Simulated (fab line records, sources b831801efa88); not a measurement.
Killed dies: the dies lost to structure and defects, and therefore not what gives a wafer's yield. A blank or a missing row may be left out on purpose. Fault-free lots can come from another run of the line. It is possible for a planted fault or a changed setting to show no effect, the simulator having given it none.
A lot that was struck, set against a sound lot | flow sky130 | 20 out of 708 route steps
Sound: wafers L503.1, L503.5, L503.6. Wafers struck: L510.1, L510.2, L510.3. The cause is named last.
Per side, at each step with rows, come the tool, then ch with its chambers, and then its first start. Under that, the readings that differ: sound wafers | struck wafers | difference of the means | sigmas: that difference in standard deviations of wafers without a fault.
alike: readings with means less than 2 such deviations apart, plus words and numbers identical on both sides. not compared: withheld readings, readings lacking a value on some wafer, bounds such as >300 that could conceal the same value, and numbers that have no deviation in the record and whose values overlap.
A row with sigmas, a row that says differs or no value, or rows on one side alone: a step with any of these is where the two part. Numbers that don't overlap but have no deviation are shown without sigmas and don't part them. A reading that every wafer of one side lacks parts them only if that side has two wafers or more.

first, 1 step without rows for these wafers: SKY_RES_XHIGH_IMPLANT_07.
SKY_RES_XHIGH_STRIP_08: strips in O2/N2.
  sound on plasma_asher-02 ch 0,1, day 27 00:08; struck on plasma_asher-03 ch 0,1, day 30 11:47
  alike: drypump_motor_current_A, oes_product_au, strip_time_to_endpoint_s
  not compared: rf_hours_counter_h
SKY_RES_XHIGH_TW_MEAS_09:
  sound: film_metro-03 at day 27 00:14; struck: film_metro-02 at day 30 11:53
  alike: RES_XHIGH_TW
then, 7 steps without rows for these wafers: SKY_SD_N_DEHYDRATE_00 (time 60 s); SKY_SD_N_HMDS_01 (prime time 60 s); SKY_SD_N_COAT_02 (resist thk 1140 nm); SKY_SD_N_SOFTBAKE_03 (time 60 s); SKY_SD_N_EXPOSE_04 (exposes mask NSDM, target cd 380 nm); SKY_SD_N_PEB_05; SKY_SD_N_DEVELOP_06 (develop time 60 s).
SKY_SD_N_CD_MEAS_07 targets a cd of 380 nm.
  sound: cd_sem-02 at day 28 04:55; struck: cd_sem-02 at day 31 15:16
  alike: cd_nm
SKY_SD_N_OVL_MEAS_08:
  sound: overlay-02 at day 28 05:02; struck: overlay-01 at day 31 15:23
  alike: SD_N_OVL
SKY_SD_N_IMPLANT_09:
  sound on implanter-01 ch 0, day 28 05:04; struck on implanter-02 ch 0, day 31 15:44
after that, 1 step had no rows for these wafers: SKY_SD_N_IMPLANT_10.
SKY_SD_N_STRIP_11: strips in O2/N2.
  sound on plasma_asher-01 ch 0,1, day 28 05:22; struck on plasma_asher-04 ch 0,1, day 31 16:02
  reading                      | sound             | struck            | difference | sigmas
  oes_product_au (a.u.)        | 0.526 0.527 0.527 | 0.515 0.514 0.507 | -0.015     | -3
  strip_time_to_endpoint_s (s) | 22.53 22.56 22.53 | 23.81 23.84 23.81 | +1.28      | +29
  alike: drypump_motor_current_A
  not compared: rf_hours_counter_h
SKY_SD_N_TW_MEAS_12:
  sound: film_metro-04 at day 28 05:28; struck: film_metro-02 at day 31 16:08
  alike: SD_N_TW
then, 1 step without rows for these wafers: SKY_SD_N_CLEAN_13 (cleans in SC1/SC2, time 150 s).
SKY_SD_N_RTA_14: time 2 s.
  sound on rtp_anneal-02 ch 0, day 28 05:34; struck on rtp_anneal-01 ch 0, day 31 16:14
  alike: lamp_power_pct, wafer_temp_C_max
SKY_SD_N_RS_MEAS_16: a four-point-probe measurement.
  sound: film_metro-04 at day 28 05:45; struck: film_metro-04 at day 31 16:42
  reading          | sound             | struck            | difference | sigmas
  SD_N_RS (ohm/sq) | 68.48 68.59 68.39 | 63.78 63.69 63.85 | -4.71      | -47
SKY_PAD_OPEN_PROBE_99:
  the record has rows for the sound wafers here (prober-01, day 45 23:41) and none for the struck ones

WHERE THEY PART
At SKY_SD_N_STRIP_11 first; at SKY_PAD_OPEN_PROBE_99 last (within this record only).

WHY: what the simulator had put in
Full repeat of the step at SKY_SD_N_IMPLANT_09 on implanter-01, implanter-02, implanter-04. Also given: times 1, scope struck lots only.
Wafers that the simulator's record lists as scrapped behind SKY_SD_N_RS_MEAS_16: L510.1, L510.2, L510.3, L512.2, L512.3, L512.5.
